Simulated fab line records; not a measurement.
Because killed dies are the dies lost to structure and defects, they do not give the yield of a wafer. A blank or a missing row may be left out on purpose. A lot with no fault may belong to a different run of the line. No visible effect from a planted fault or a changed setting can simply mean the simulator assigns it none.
Comparing a struck lot with a sound one :: flow gf180mcu :: 18 out of 602 route steps
Sound: the wafers L171.1, L171.4, L171.5. Struck: wafers L173.1, L173.3. (L173.6 of the same lot was not struck and is left out.) The cause comes at the end.
For every step that has rows: the tool of each side, followed by ch and its chambers, followed by its first start. Under that, the readings that differ: sound wafers :: struck wafers :: difference of the means :: sigmas: that difference in standard deviations of wafers without a fault.
alike: words and numbers the same on both sides, and readings whose means are apart by under 2 such deviations; not compared: readings that were withheld, readings missing a value for some wafer, numbers with overlapping values and no deviation given by the record, and bounds like >300 which may hide the same value.
Wherever a step has rows on one side only, a row that says differs or no value, or a row with sigmas, the two part there. Non-overlapping numbers with no deviation appear without sigmas and do not part them. A reading that every wafer of one side lacks parts them only if that side has two wafers or more.

first, 2 steps without rows for these wafers: GF_CONTACT_PEB_12 (peb time 90 s); GF_CONTACT_DEVELOP_13 (develop time 60 s).
GF_CONTACT_CD_MEAS_14: target cd 220 nm.
  sound: cd sem-02 at day 18 20:06; struck: cd sem-02 at day 19 12:10
  alike: cd nm
GF_CONTACT_OVL_MEAS_15:
  sound: overlay-01 at day 18 20:13; struck: overlay-01 at day 19 12:17
  alike: CONTACT_OVL
GF_CONTACT_ETCH_16: etches BARC in N2/H2.
  sound on rie diel-02 ch 1,3, day 18 20:15; struck on rie diel-04 ch 0, day 19 12:19
  alike: drypump motor current A, oes product au, throttle valve pct
GF_CONTACT_ETCH_17: etches SiO2 in C4F8/O2/Ar, stops on CoSi2, target depth 860 nm.
  sound on rie diel-02 ch 1,3; struck on rie diel-04 ch 0
  alike: oes product au
then, 4 steps without rows for these wafers: GF_CONTACT_STRIP_18 (strips in O2/N2); GF_CONTACT_CLEAN_19 (cleans in SPM); GF_CONTACT_CLEAN_20 (cleans in DIW); GF_CONTACT_CLEAN_21 (cleans in dHF, time 20 s).
GF_CONTACT_SPUTTER_22: material Ti, target thk 15 nm, time 80.02 s.
  sound: pvd sputter-01 at day 18 20:43; struck: pvd sputter-04 at day 19 12:52
  alike: throttle valve pct
GF_CONTACT_SPUTTER_23: material TiN, target thk 10 nm, time 40 s.
  sound: pvd sputter-01 at day 18 20:47; struck: pvd sputter-04 at day 19 12:56
  alike: throttle valve pct
GF_CONTACT_CVD_24: deposits W, target thk 300 nm, time 90.339 s.
  sound on cvd w-02 ch 0,1, day 18 20:49; struck on cvd w-02 ch 0, day 19 12:58
reading: susceptor temp C (C)
sound: 400.04 400.08 399.87
struck: 377.57 377.40
difference: -22.51
sigmas: -99 or more

reading: model.W_of_CONTACT_CVD_24.thk nm (nm)
sound: 300.7 297.7 296.6
struck: 191.9 196.3
difference: -104.2
sigmas: 
  alike: heater power w
  not compared: since wet clean h
GF_CONTACT_RS_MEAS_25: uses a four-point probe to measure.
  sound: film metro-04 at day 18 20:55; struck: film metro-03 at day 19 13:04
reading: CONTACT_W_RS (ohm/sq)
sound: 0.381 0.386 0.387
struck: 0.602 0.589
difference: +0.211
sigmas: +43
GF_CONTACT_THK_MEAS_26: measures by xrf.
  sound: film metro-04 at day 18 21:02; struck: film metro-03 at day 19 13:11
reading: CONTACT_W_THK (nm)
sound: 293 292 292
struck: 187 192
difference: -103
sigmas: -28
GF_CONTACT_CMP_27: polishes, stops on SiO2, t overpolish 15 s, target thk 0 nm.
  sound on cmp-01 ch 1,2, day 18 21:06; struck on cmp-01 ch 0,1, day 19 13:15
reading: time to endpoint s (s)
sound: 71 68 65
struck: 46 50
difference: -20
sigmas: -5
  alike: motor current A
GF_M1_SPUTTER_00: material Ti, target thk 37.5 nm, time 150 s.
  sound: pvd sputter-02 at day 18 21:24; struck: pvd sputter-03 at day 19 13:33
  alike: throttle valve pct
GF_PASSIVATION_PROBE_99:
  the record has rows for the sound wafers here (prober-01, day 31 07:49) and none for the struck ones

## WHERE THEY PART
At GF_CONTACT_CVD_24 first; at GF_PASSIVATION_PROBE_99 last (within this record only).

WHY: what the simulator had put in
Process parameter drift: cvd w-02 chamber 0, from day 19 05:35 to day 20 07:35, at GF_CONTACT_CVD_24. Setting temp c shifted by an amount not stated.
